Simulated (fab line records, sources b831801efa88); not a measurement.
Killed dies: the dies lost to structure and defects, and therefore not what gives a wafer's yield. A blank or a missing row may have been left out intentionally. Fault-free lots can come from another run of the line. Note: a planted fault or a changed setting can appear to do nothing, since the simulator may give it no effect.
Struck lot and sound lot, side by side + flow sky130 + 14 out of 708 route steps
Sound: wafers L289.3, L289.4, L289.6. Wafers struck: L285.2, L285.4, L285.5. The cause comes at the end.
For every step that has rows: the tool of each side, followed by ch and its chambers, followed by its first start. Under that, the readings that differ: sound wafers + struck wafers + difference of the means + sigmas: that difference in standard deviations of wafers without a fault.
alike: words and numbers the same on both sides, and readings whose means are apart by under 2 such deviations; not compared: readings that were withheld, readings missing a value for some wafer, numbers with overlapping values and no deviation given by the record, and bounds like >300 which may hide the same value.
Wherever a step has rows on one side only, a row that says differs or no value, or a row with sigmas, the two part there. Non-overlapping numbers with no deviation appear without sigmas and do not part them. Lack of a reading on every wafer of one side parts them only where that side has two or more wafers.

SKY_CONTACT_OVL_MEAS_15:
  sound: overlay-01 at day 35 23:53; struck: overlay-02 at day 33 19:31
  alike: CONTACT_OVL
SKY_CONTACT_ETCH_16: etches BARC in N2/H2, stops on SiO2, time 45.9 s, target depth 60 nm.
  sound on rie_diel-04 ch 1,3, day 35 23:55; struck on rie_diel-03 ch 0,1,3, day 33 19:33
  alike: chamber_pressure_mTorr, drypump_motor_current_A, h2_flow_sccm, oes_product_au, throttle_valve_pct
  not compared: rf_hours_counter_h
SKY_CONTACT_ETCH_17: etches SiO2 in C4F8/O2/Ar, stops on Si3N4, target depth 340 nm.
  sound on rie_diel-04 ch 1,3, day 35 23:58; struck on rie_diel-03 ch 0,1,3, day 33 19:35
  alike: chamber_pressure_mTorr, oes_product_au
SKY_CONTACT_ETCH_18: etches Si3N4 in CHF3/O2, stops on TiN, time 39 s, target depth 75 nm.
  sound: rie_diel-04 ch 1,3; struck: rie_diel-03 ch 0,1,3
  alike: chamber_pressure_mTorr, chf3_flow_sccm, drypump_motor_current_A, oes_product_au, throttle_valve_pct
  not compared: rf_hours_counter_h
then, 4 steps without rows for these wafers: SKY_CONTACT_STRIP_19 (strips in O2/N2); SKY_CONTACT_STRIP_20 (strips in post etch residue remover, time 1200 s); SKY_CONTACT_CLEAN_21 (cleans in IPA, time 180 s); SKY_CONTACT_CLEAN_22 (cleans in O3/DIW).
SKY_CONTACT_SPUTTER_23: material TiN, target thk 20 nm, time 80 s.
  sound: pvd_sputter-01 at day 36 00:44; struck: pvd_sputter-01 at day 33 20:17
  alike: throttle_valve_pct
SKY_CONTACT_CVD_24: deposits W, target thk 340 nm, time 102.12 s.
  sound on cvd_w-01 ch 0,1, day 36 00:50; struck on cvd_w-02 ch 1, day 33 20:20
  alike: heater_power_w
SKY_CONTACT_RS_MEAS_25: measurement is done with a four-point probe.
  sound: film_metro-03 at day 36 00:57; struck: film_metro-01 at day 33 20:28
  alike: CONTACT_W_RS
SKY_CONTACT_THK_MEAS_26: measures by xrf.
  sound: film_metro-03 at day 36 01:03; struck: film_metro-01 at day 33 20:35
| reading            | sound       | struck      | difference | sigmas |
|--------------------|-------------|-------------|------------|--------|
| CONTACT_W_THK (nm) | 345 345 342 | 357 355 355 | +12        | +2     |
SKY_CONTACT_CMP_27: polishes, stops on SiO2, t overpolish 15 s, target thk 0 nm.
  sound on cmp-02 ch 0,2,3, day 36 01:08; struck on cmp-02 ch 0,1,3, day 33 20:44
  no value came back on the struck wafers for any of 5 readings (edge_zone_pressure_frac, head_pressure_psi (psi) and others); on the sound wafers edge_zone_pressure_frac reads 1.013 1.004 0.995
| reading                                     | sound             | struck            | difference | sigmas |
|---------------------------------------------|-------------------|-------------------|------------|--------|
| model.W_of_CONTACT_CVD_24.thk_nm (nm)       | 0 0 0             | 347.4 344.2 345.6 | +345.7     |        |
| model.SiO2_of_CONTACT_HDPCVD_02.thk_nm (nm) | 336.2 336.3 336.2 | 341.3 340.2 341.9 | +4.9       |        |
-- the record jumps here: 14 days lie between the struck wafers' starts before and after (it left off in module CONTACT and takes up again in module PAD_OPEN, whose first step shown is number 708 of the route) --
SKY_PAD_OPEN_PROBE_99:
  the record has rows for the struck wafers here (prober-01, day 47 10:18) and none for the sound ones

## WHERE THEY PART
Last at SKY_PAD_OPEN_PROBE_99 as far as this record goes, first at SKY_CONTACT_THK_MEAS_26.

WHY: the cause the simulator had injected
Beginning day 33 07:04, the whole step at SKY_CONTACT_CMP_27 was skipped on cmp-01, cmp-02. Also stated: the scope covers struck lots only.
